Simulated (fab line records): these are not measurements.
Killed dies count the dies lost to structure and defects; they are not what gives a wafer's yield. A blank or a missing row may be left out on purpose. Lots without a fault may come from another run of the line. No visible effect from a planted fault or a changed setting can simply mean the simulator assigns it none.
fab line records | flow sky130
record lots=13 wafers=39 last-day=50
route steps=708 shown VT_ADJUST_PCH@150 SONOS_TUNNEL@161 SONOS_ONO@183 GATE_OXIDE@194 PAD_OPEN@708
lots untouched by any fault: they come from a run of this same line in which no faults occurred
start-h: hours from the record's first day to the start of the lot's first wafer shown | wait-h: hours elapsed since this lot's preceding step | " identical to the entry in the row above | L1.1+2: one row covering several wafers at once | - no value present, or no start provided | * or withheld: withheld | < > ~ a bound
route shown NAME@n: names a module that has steps shown in the file, with the first one's number in the route | usual: average and standard deviation across the fault-free wafers | same: alike in all rows | chamber/n: place in a boat | sites: the reading at each site | _std_site: the values' standard deviation | _edge_site: the outer-site mean with the inner-site mean subtracted | radius-mm: how far each site lies from the wafer's centre | mask NAME#n: copy n | behind: tool/chamber where the wafer was last shaped | hold: cause of the lot's hold/its duration in hours/its outcome | device: transistor that didn't switch, given as n, p or np | end of line: the tests these same wafers got at the end of their route | where a step has no rows: the recipe by itself | killed: the dies lost at the first sort to structure and to defects; this is not the yield of the wafer | map: per-die view of a wafer (x killed, . not killed, _ where there is no die)
set.NAME: the setting as run; set.NAME@STEP: as run at that earlier step | model.NAME: the simulator's own value behind a step, which no gauge read
the route's steps for a sample of lots (tables are steps, rows are wafers)
services: a tool's chamber out of use, with start hour (start-h, from the record's first day; less than 0 if before it), hours out, and reason
## steps
# step SKY_VT_ADJUST_PCH_OVL_MEAS_07
# usual VT_ADJUST_PCH_OVL=-0.7/1.5
# columns lot.wafer tool chamber start-h wait-h VT_ADJUST_PCH_OVL[nm]
L777.1 overlay-02 - 254.43 - 0.7
L777.2 " - " " 0.3
L777.3 " - " " 1.1
L778.1 overlay-01 - 257.02 - -2.2
L778.3 " - " " -0.2
L778.6 " - " " -0.7
L781.1 overlay-01 - 272.27 - -1.9
L781.3 " - " " -2.0
L781.6 " - " " -0.5
L780.2 overlay-01 - 273.64 - -1.9
L780.3 " - " " 0.8
L780.4 " - " " -1.9
L785.3 overlay-02 - 306.78 - 0.7
L785.4 " - " " 0.8
L785.5 " - " " -2.0
L787.3 overlay-01 - 328.90 - 2.3
L787.5 " - " " 2.6
L787.6 " - " " 0.6
L786.2 overlay-02 - 329.34 - -1.4
L786.3 " - " " -0.2
L786.4 " - " " -0.9
L788.3 overlay-02 - 340.25 - 1.9
L788.4 " - " " 0.1
L788.6 " - " " 0.4
L793.1 overlay-01 - 358.70 - -1.4
L793.5 " - " " -1.3
L793.6 " - " " -1.4
L794.1 overlay-01 - 370.28 - -1.9
L794.3 " - " " -1.5
L794.5 " - " " -1.7
L797.1 overlay-01 - 387.88 - -3.0
L797.2 " - " " -0.6
L797.4 " - " " 1.0
L798.2 overlay-01 - 389.19 - -2.8
L798.3 " - " " -0.8
L798.5 " - " " -1.5
L799.1 overlay-02 - 408.63 - 0.3
L799.4 " - " " -0.4
L799.5 " - " " -1.6
# step SKY_SONOS_TUNNEL_CD_MEAS_07
# recipe target-cd-nm=410
# usual cd-nm=409.8/2.2
# columns lot.wafer tool chamber start-h wait-h cd-nm
L777.1 cd-sem-02 - 279.31 0.1 410.1
L777.2 " - " " 412.0
L777.3 " - " " 409.3
L778.1 cd-sem-02 - 281.13 0.1 407.8
L778.3 " - " " 408.8
L778.6 " - " " 408.9
L781.1 cd-sem-01 - 297.07 0.1 408.4
L781.3 " - " " 408.6
L781.6 " - " " 404.7
L780.2 cd-sem-01 - 298.75 0.1 405.1
L780.3 " - " " 407.5
L780.4 " - " " 406.2
L785.3 cd-sem-02 - 333.26 0.1 409.3
L785.4 " - " " 410.5
L785.5 " - " " 411.2
L787.3 cd-sem-02 - 356.46 0.1 406.5
L787.5 " - " " 407.2
L787.6 " - " " 406.3
L786.2 cd-sem-02 - 357.10 0.1 409.2
L786.3 " - " " 409.0
L786.4 " - " " 408.4
L788.3 cd-sem-02 - 368.00 0.1 409.6
L788.4 " - " " 406.7
L788.6 " - " " 409.1
L793.1 cd-sem-01 - 385.96 0.1 413.6
L793.5 " - " " 414.3
L793.6 " - " " 416.5
L794.1 cd-sem-02 - 398.83 0.1 411.7
L794.3 " - " " 410.9
L794.5 " - " " 413.3
L797.1 cd-sem-02 - 416.63 0.1 412.4
L797.2 " - " " 412.3
L797.4 " - " " 413.3
L798.2 cd-sem-02 - 418.65 0.1 410.7
L798.3 " - " " 409.9
L798.5 " - " " 408.9
L799.1 cd-sem-01 - 438.21 0.1 409.6
L799.4 " - " " 409.2
L799.5 " - " " 412.3
# step SKY_SONOS_ONO_ETCH_15
# recipe target-depth-nm=19.52 chemistry=CHF3/O2 source-w=600 bias-w=200 pressure-mtorr=40 chf3-flow-sccm=50 O2_flow_sccm=5 time-s=7.8
# usual drypump-motor-current-A=5.7/0.57 oes-product-au=0.998/0.0086 throttle-valve-pct=8.826/0.01
# columns lot.wafer tool chamber start-h wait-h drypump-motor-current-A oes-product-au rf-hours-counter-h throttle-valve-pct
L777.1 rie-diel-03 0 309.32 0.0 6.8 1.011 5 8.813
L777.2 " 3 " " 5.6 1.014 15 8.815
L777.3 " 2 " " 5.6 1.001 2 8.834
L778.1 rie-diel-03 3 313.34 0.0 5.5 1.008 15 8.816
L778.3 " 1 " " 5.8 0.999 34 8.827
L778.6 " 3 " " 5.5 1.000 - 8.834
L781.1 rie-diel-03 2 328.07 0.0 5.6 1.000 3 8.825
L781.3 " 3 " " 5.5 1.010 15 8.821
L781.6 " 3 " " 5.5 1.007 - 8.855
L780.2 rie-diel-04 0 330.29 0.0 5.2 0.986 21 8.828
L780.3 " 2 " " 5.5 0.981 14 8.814
L780.4 " 3 " " 6.2 0.995 10 8.832
L785.3 rie-diel-01 1 367.22 0.0 4.8 1.000 58 8.823
L785.4 " 3 " " 5.2 1.007 59 8.827
L785.5 " 3 " " 5.2 1.016 - 8.827
L786.2 rie-diel-01 1 393.52 0.0 4.8 0.997 59 8.821
L786.3 " 3 " " 5.2 0.995 59 8.834
L786.4 " 3 " " 5.2 0.999 - 8.827
L787.3 rie-diel-03 3 393.82 0.0 5.6 1.010 16 8.828
L787.5 " 1 " " 5.7 1.007 - 8.816
L787.6 " 0 " " 6.8 1.007 - 8.813
L788.3 rie-diel-03 1 403.19 0.0 5.8 0.992 35 8.826
L788.4 " 2 " " 5.5 0.988 4 8.824
L788.6 " 2 " " 5.5 0.996 - 8.812
L793.1 rie-diel-01 3 421.87 0.0 5.2 0.991 60 8.836
L793.5 " 1 " " 4.8 1.013 - 8.821
L793.6 " 0 " " 5.5 0.996 - 8.829
L794.1 rie-diel-01 2 434.17 0.0 6.7 0.989 96 8.825
L794.3 " 1 " " 4.8 0.992 60 8.812
L794.5 " 3 " " 5.2 0.994 - 8.842
L797.1 rie-diel-04 0 454.82 0.0 5.2 0.979 24 8.835
L797.2 " 2 " " 5.5 0.996 16 8.824
L797.4 " 1 " " 6.0 1.000 7 8.815
L798.2 rie-diel-01 1 456.62 0.0 4.8 1.006 60 8.827
L798.3 " 2 " " 6.7 0.977 96 8.834
L798.5 " 0 " " 5.6 0.994 - 8.840
L799.1 rie-diel-04 3 474.04 0.0 6.2 1.003 12 8.800
L799.4 " 1 " " 6.0 1.009 7 8.830
L799.5 " 1 " " 6.0 1.001 - 8.845
# step SKY_GATE_OXIDE_EXPOSE_07
# recipe mask-id=LVOM na=0.6 source-shape=conventional sigma-outer=0.6 polarization=unpolarized target-cd-nm=600 dose-mj=170
# columns lot.wafer tool chamber start-h wait-h mask
L777.1+2+3 iline-stepper-02 0 325.43 - LVOM#0
L778.1+3+6 iline-stepper-01 0 327.86 - LVOM#0
L781.1+3+6 iline-stepper-02 0 343.40 - LVOM#0
L780.2+3+4 iline-stepper-02 0 346.40 - LVOM#0
L785.3+4+5 iline-stepper-01 0 382.75 - LVOM#0
L786.2+3+4 iline-stepper-02 0 410.41 - LVOM#0
L787.3+5+6 iline-stepper-01 0 410.67 - LVOM#0
L788.3+4+6 iline-stepper-02 0 422.00 - LVOM#0
L793.1+5+6 iline-stepper-02 0 439.01 - LVOM#0
L794.1+3+5 iline-stepper-02 0 452.98 - LVOM#0
L798.2+3+5 iline-stepper-01 0 473.80 - LVOM#0
L797.1+2+4 iline-stepper-01 0 474.06 - LVOM#0
L799.1+4+5 iline-stepper-01 0 494.26 - LVOM#0
# step SKY_GATE_OXIDE_OVL_MEAS_10
# usual GATE_OXIDE_OVL=-1.6/1.6
# columns lot.wafer tool chamber start-h wait-h hold GATE_OXIDE_OVL[nm]
L777.1 overlay-01 - 339.28 0.1 - -1.7
L777.2 " - " " - -0.9
L777.3 " - " " - -2.3
L778.1 overlay-01 - 342.08 0.1 - -0.2
L778.3 " - " " - -2.2
L778.6 " - " " - -0.5
L781.1 overlay-02 - 356.78 0.1 - -1.6
L781.3 " - " " - -1.0
L781.6 " - " " - -1.6
L780.2 overlay-01 - 360.04 0.1 - -2.2
L780.3 " - " " - -1.5
L780.4 " - " " - -4.5
L785.3 overlay-01 - 397.37 0.1 - -2.7
L785.4 " - " " - -3.5
L785.5 " - " " - -2.8
L786.2 overlay-02 - 425.99 0.1 - -3.2
L786.3 " - " " - -1.8
L786.4 " - " " - -3.5
L787.3 overlay-01 - 426.30 0.1 - -0.3
L787.5 " - " " - -0.3
L787.6 " - " " - 0.2
L788.3 overlay-01 - 436.60 0.1 - -2.9
L788.4 " - " " - -3.7
L788.6 " - " " - -4.4
L793.1 overlay-02 - 454.23 0.1 await-dispo/0.2h/release 215.1
L793.5 " - " " await-dispo/0.2h/release 215.4
L793.6 " - " " await-dispo/0.2h/release 215.9
L793.1 overlay-02 - 454.44 0.2 - 216.5
L793.5 " - " " - 217.2
L793.6 " - " " - 217.6
L794.1 overlay-01 - 468.23 0.1 await-dispo/0.2h/release 216.4
L794.3 " - " " await-dispo/0.2h/release 214.8
L794.5 " - " " await-dispo/0.2h/release 215.8
L794.1 overlay-01 - 468.44 0.2 - 218.4
L794.3 " - " " - 216.2
L794.5 " - " " - 218.1
L798.2 overlay-01 - 488.99 0.1 - -4.9
L798.3 " - " " - -5.9
L798.5 " - " " - -5.6
L797.1 overlay-02 - 489.28 0.1 - -1.2
L797.2 " - " " - -4.2
L797.4 " - " " - -1.5
L799.1 overlay-01 - 509.08 0.1 - -2.1
L799.4 " - " " - -1.9
L799.5 " - " " - -3.2
# step SKY_PAD_OPEN_PROBE_99
# usual defect-limited-yield=82.3/1.9 killed_at_M0_to_M3=43/7.4 killed_at_M4_up=3.3/2 killed-at-contacts=24/5.4 killed-at-front-end=16/4.2 killed-at-other=0.3/0.61 killed-dies=87/9.4 killed-on-rim=17/3.8 killed-open=47/7.3 killed-short=40/6.7 sort_bin_3_pad_short=0.9/0.43 sort_bin_5_function=10.4/1.4 sort_bin_6_memory=6.4/1.2 sort-n-pass=405/9.4 sort-yield-pct=82.3/1.9
# same gross-dies=492 killed-at-back-side=0 sort_bin_4_leakage[%]=0 sort_bin_8_speed[%]=0
# columns lot.wafer tool chamber start-h wait-h defect-limited-yield[%] killed_at_M0_to_M3 killed_at_M4_up killed-at-contacts killed-at-front-end killed-at-other killed-dies killed-on-rim killed-open killed-short sort_bin_3_pad_short[%] sort_bin_5_function[%] sort_bin_6_memory[%] sort-n-pass sort-yield-pct[%]
L777.1 prober-02 - 1095.85 0.1 79.1 56 5 25 17 0 103 21 56 47 1.0 11.2 8.7 389 79.1
L777.2 prober-02 - 1095.90 0.1 79.7 53 9 25 13 0 100 22 50 50 0.6 12.8 6.9 392 79.7
L777.3 prober-02 - 1095.95 0.2 81.9 50 0 25 14 0 89 19 48 41 1.0 10.4 6.7 403 81.9
L781.1 prober-01 - 1115.83 0.1 80.5 47 1 24 24 0 96 25 51 45 1.4 11.4 6.7 396 80.5
L781.3 prober-01 - 1115.93 0.2 79.1 57 4 20 22 0 103 22 48 55 1.2 10.2 9.6 389 79.1
L781.6 prober-01 - 1116.08 0.2 79.5 48 1 35 17 0 101 20 67 34 0.4 12.8 7.3 391 79.5
L785.3 prober-01 - 1141.48 0.2 82.3 47 3 18 18 1 87 16 48 39 0.4 12.8 4.5 405 82.3
L785.4 prober-01 - 1141.53 0.2 80.5 42 3 29 22 0 96 15 48 48 1.6 11.8 6.1 396 80.5
L785.5 prober-01 - 1141.58 0.2 82.7 41 5 26 13 0 85 14 51 34 0.6 9.6 7.1 407 82.7
L786.2 prober-02 - 1155.43 0.1 80.9 61 5 14 14 0 94 18 55 39 0.8 11.8 6.5 398 80.9
L786.3 prober-02 - 1155.48 0.2 84.3 47 2 19 9 0 77 19 41 36 0.4 9.3 5.9 415 84.3
L786.4 prober-02 - 1155.53 0.2 82.7 48 6 17 14 0 85 18 41 44 0.6 10.4 6.3 407 82.7
L787.3 prober-01 - 1156.94 0.2 81.5 39 3 31 18 0 91 16 50 39 1.0 10.8 6.7 401 81.5
L787.5 prober-01 - 1157.04 0.2 80.3 42 7 32 16 0 97 13 57 40 1.0 12.0 6.7 395 80.3
L787.6 prober-01 - 1157.09 0.2 83.5 42 3 30 6 0 81 19 46 35 0.4 10.6 5.5 411 83.5
L788.3 prober-02 - 1165.36 0.2 84.1 46 4 18 9 1 78 17 43 34 0.4 10.0 5.5 414 84.1
L788.4 prober-02 - 1165.41 0.2 82.3 40 6 26 15 0 87 18 44 43 1.0 8.9 7.7 405 82.3
L788.6 prober-02 - 1165.51 0.2 85.4 32 2 22 14 2 72 13 44 27 0.4 9.1 5.1 420 85.4
L798.2 prober-02 - 1193.07 0.1 84.1 44 2 18 13 1 78 16 30 48 1.8 8.3 5.7 414 84.1
L798.3 prober-02 - 1193.12 0.2 82.3 44 3 20 20 0 87 19 42 45 0.8 11.2 5.7 405 82.3
L798.5 prober-02 - 1193.22 0.2 83.1 33 1 29 18 2 83 22 35 48 0.4 11.0 5.5 409 83.1
L799.1 prober-02 - 1204.93 0.1 85.0 39 4 16 15 0 74 11 43 30 0.8 8.3 5.9 418 85.0
L799.4 prober-02 - 1205.08 0.2 82.7 45 6 17 16 1 85 21 47 37 1.0 10.8 5.5 407 82.7
L799.5 prober-02 - 1205.13 0.2 85.0 40 0 21 13 0 74 12 37 37 0.2 10.6 4.3 418 85.0
# killed by level:class
L777.1 VIA1:geometric-particle:open=14 CONTACT:geometric-particle:open=11 VIA2:geometric-particle:open=8 POLY_GATE:geometric-particle:open=6 METAL3:geometric-particle:short=6 METAL1:geometric-particle:short=6 LOCAL_INTERCONNECT:geometric-particle:short=5 VIA2:geometric-particle:short=5
L777.2 VIA3:geometric-particle:open=10 VIA1:geometric-particle:open=9 VIA2:geometric-particle:open=8 METAL1:geometric-particle:short=7 CONTACT:geometric-particle:open=7 VIA1:geometric-particle:short=7 METAL4:geometric-particle:short=6 LI_CONTACT:geometric-particle:open=6
L777.3 METAL2:geometric-particle:short=11 CONTACT:geometric-particle:open=11 VIA1:geometric-particle:open=10 VIA2:geometric-particle:open=7 LI_CONTACT:geometric-particle:open=6 VIA3:geometric-particle:open=6 LOCAL_INTERCONNECT:geometric-particle:short=5 FIELD_ISO:geometric-particle:open=4
L781.1 CONTACT:geometric-particle:open=12 VIA1:geometric-particle:open=9 VIA2:geometric-particle:open=8 VIA3:geometric-particle:open=7 POLY_GATE:geometric-particle:short=6 FIELD_ISO:geometric-particle:short=5 LOCAL_INTERCONNECT:geometric-particle:short=5 METAL2:geometric-particle:short=5
L781.3 METAL1:geometric-particle:short=11 VIA1:geometric-particle:open=10 VIA2:geometric-particle:short=9 VIA2:geometric-particle:open=8 CONTACT:geometric-particle:open=7 FIELD_ISO:geometric-particle:short=6 VIA3:geometric-particle:open=6 LI_CONTACT:geometric-particle:open=5
L781.6 CONTACT:geometric-particle:open=19 VIA1:geometric-particle:open=10 VIA2:geometric-particle:open=10 LI_CONTACT:geometric-particle:open=9 VIA3:geometric-particle:short=6 VIA3:geometric-particle:open=6 METAL1:geometric-particle:short=5 VIA2:geometric-particle:short=4
L785.3 VIA1:geometric-particle:open=10 VIA1:geometric-particle:short=9 CONTACT:geometric-particle:open=7 VIA3:geometric-particle:open=6 POLY_GATE:geometric-particle:short=5 LI_CONTACT:geometric-particle:open=5 VIA2:geometric-particle:open=5 CONTACT:geometric-particle:short=4
L785.4 VIA1:geometric-particle:open=9 LI_CONTACT:geometric-particle:open=7 LOCAL_INTERCONNECT:geometric-particle:short=7 CONTACT:geometric-particle:short=7 METAL1:geometric-particle:short=7 VIA3:geometric-particle:open=6 POLY_GATE:geometric-particle:open=5 CONTACT:geometric-particle:open=5
L785.5 VIA1:geometric-particle:open=19 CONTACT:geometric-particle:open=11 LI_CONTACT:geometric-particle:open=10 METAL1:geometric-particle:short=6 POLY_GATE:geometric-particle:short=4 VIA3:geometric-particle:short=4 LI_CONTACT:geometric-particle:short=3 VIA2:geometric-particle:open=3
L786.2 VIA1:geometric-particle:open=17 VIA2:geometric-particle:open=9 VIA3:geometric-particle:open=8 LI_CONTACT:geometric-particle:open=7 METAL1:geometric-particle:short=6 VIA1:geometric-particle:short=5 METAL4:geometric-particle:short=5 FIELD_ISO:geometric-particle:short=4
L786.3 VIA3:geometric-particle:short=10 VIA2:geometric-particle:open=10 CONTACT:geometric-particle:open=6 VIA1:geometric-particle:short=6 VIA1:geometric-particle:open=6 VIA3:geometric-particle:open=6 METAL1:geometric-particle:open=5 LI_CONTACT:geometric-particle:short=4
L786.4 VIA2:geometric-particle:open=9 VIA1:geometric-particle:open=8 VIA1:geometric-particle:short=6 LI_CONTACT:geometric-particle:short=6 VIA3:geometric-particle:open=5 METAL4:geometric-particle:short=5 FIELD_ISO:geometric-particle:short=4 LI_CONTACT:geometric-particle:open=4
L787.3 CONTACT:geometric-particle:open=12 VIA3:geometric-particle:open=11 VIA1:geometric-particle:open=9 LOCAL_INTERCONNECT:geometric-particle:short=7 CONTACT:geometric-particle:short=6 VIA2:geometric-particle:open=6 FIELD_ISO:geometric-particle:short=5 FIELD_ISO:geometric-particle:open=4
L787.5 LI_CONTACT:geometric-particle:open=13 CONTACT:geometric-particle:open=11 VIA3:geometric-particle:open=10 VIA1:geometric-particle:open=8 FIELD_ISO:geometric-particle:short=7 CONTACT:geometric-particle:short=5 METAL1:geometric-particle:short=5 METAL4:geometric-particle:short=5
L787.6 VIA1:geometric-particle:open=13 CONTACT:geometric-particle:open=9 LI_CONTACT:geometric-particle:open=8 CONTACT:geometric-particle:short=6 METAL1:geometric-particle:short=5 VIA2:geometric-particle:open=5 VIA1:geometric-particle:short=4 LOCAL_INTERCONNECT:geometric-particle:short=3
L788.3 VIA2:geometric-particle:open=15 METAL2:geometric-particle:short=9 LI_CONTACT:geometric-particle:open=7 METAL1:geometric-particle:short=7 VIA1:geometric-particle:open=5 VIA3:geometric-particle:open=5 POLY_GATE:geometric-particle:open=4 CONTACT:geometric-particle:short=4
L788.4 CONTACT:geometric-particle:open=10 VIA2:geometric-particle:open=8 VIA1:geometric-particle:open=7 METAL3:geometric-particle:short=6 METAL1:geometric-particle:short=6 CONTACT:geometric-particle:short=5 LI_CONTACT:geometric-particle:short=4 LI_CONTACT:geometric-particle:open=4
L788.6 VIA1:geometric-particle:open=11 CONTACT:geometric-particle:open=9 VIA2:geometric-particle:open=7 FIELD_ISO:geometric-particle:short=5 LI_CONTACT:geometric-particle:open=4 CONTACT:geometric-particle:short=4 VIA2:geometric-particle:short=3 POLY_GATE:geometric-particle:open=3
L798.2 METAL1:geometric-particle:short=8 VIA1:geometric-particle:open=7 LI_CONTACT:geometric-particle:open=6 POLY_GATE:geometric-particle:short=5 LOCAL_INTERCONNECT:geometric-particle:short=5 VIA1:geometric-particle:short=5 VIA2:geometric-particle:short=5 CONTACT:geometric-particle:open=4
L798.3 VIA1:geometric-particle:open=10 VIA3:geometric-particle:open=7 METAL2:geometric-particle:short=6 POLY_GATE:geometric-particle:open=6 CONTACT:geometric-particle:short=6 FIELD_ISO:geometric-particle:open=5 LOCAL_INTERCONNECT:geometric-particle:short=5 METAL1:geometric-particle:short=5
L798.5 VIA2:geometric-particle:open=8 CONTACT:geometric-particle:open=8 POLY_GATE:geometric-particle:short=7 LI_CONTACT:geometric-particle:short=7 VIA3:geometric-particle:open=6 FIELD_ISO:geometric-particle:short=5 LI_CONTACT:geometric-particle:open=5 CONTACT:geometric-particle:short=5
L799.1 CONTACT:geometric-particle:open=9 VIA3:geometric-particle:open=8 VIA1:geometric-particle:short=6 METAL1:geometric-particle:short=5 LI_CONTACT:geometric-particle:open=5 METAL2:geometric-particle:short=5 VIA1:geometric-particle:open=5 VIA2:geometric-particle:open=5
L799.4 VIA1:geometric-particle:open=10 VIA2:geometric-particle:open=8 VIA3:geometric-particle:open=6 CONTACT:geometric-particle:open=5 METAL1:geometric-particle:short=5 FIELD_ISO:geometric-particle:open=4 CONTACT:geometric-particle:short=4 LI_CONTACT:geometric-particle:short=4
L799.5 VIA1:geometric-particle:open=11 CONTACT:geometric-particle:open=7 VIA2:geometric-particle:open=7 VIA1:geometric-particle:short=6 METAL3:geometric-particle:short=6 CONTACT:geometric-particle:short=5 METAL1:geometric-particle:short=5 POLY_GATE:geometric-particle:short=4
## services
# columns tool chamber start-h hours kind
iline-stepper-01 - 291.32 - consumable-replace:lamp
iline-stepper-01 0 306.03 - calibration
rie-diel-03 - 331.36 0.1 repair
iline-stepper-01 - 336.40 7.9 repair
rie-diel-03 1 345.57 6.2 repair
rie-diel-03 - 349.12 1.0 repair
rie-diel-01 2 359.81 3.1 repair
iline-stepper-01 - 366.76 1.7 pm
rie-diel-03 - 367.03 10.0 pm
rie-diel-01 1 369.20 3.9 repair
rie-diel-01 0 392.45 1.2 repair
rie-diel-03 1 395.81 3.9 repair
rie-diel-04 - 403.37 0.2 repair
iline-stepper-01 - 407.89 1.0 repair
rie-diel-03 - 432.50 0.6 repair
rie-diel-03 0 455.10 12.0 repair
iline-stepper-02 - 458.12 1.7 pm
rie-diel-03 1 459.31 16.7 repair
iline-stepper-01 - 462.71 5.8 repair
iline-stepper-02 - 466.06 8.8 repair
rie-diel-03 3 478.80 2.5 repair
rie-diel-04 - 484.50 0.4 repair
iline-stepper-02 0 490.29 - calibration
rie-diel-04 2 493.65 7.4 repair
## key
first-sign step=SKY_GATE_OXIDE_OVL_MEAS_10 reading=visit direction=added
effect step=SKY_GATE_OXIDE_OVL_MEAS_10 reading=GATE_OXIDE_OVL direction=up sigmas=99+ usual=-1.6 struck=215.6
met-at SKY_GATE_OXIDE_EXPOSE_07
struck-lots L793,L794
scrapped-behind SKY_GATE_OXIDE_OVL_MEAS_10 L793.1,L793.5,L793.6,L794.1,L794.3,L794.5
not-acting-at SKY_VT_ADJUST_PCH_OVL_MEAS_07,SKY_SONOS_TUNNEL_CD_MEAS_07,SKY_SONOS_ONO_ETCH_15
onset-between 422.00 439.01
fault kind=scanner-matching-overlay tool=iline-stepper-02 chamber=- onset-h=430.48 steps=SKY_GATE_OXIDE_EXPOSE_07 offset=216.77
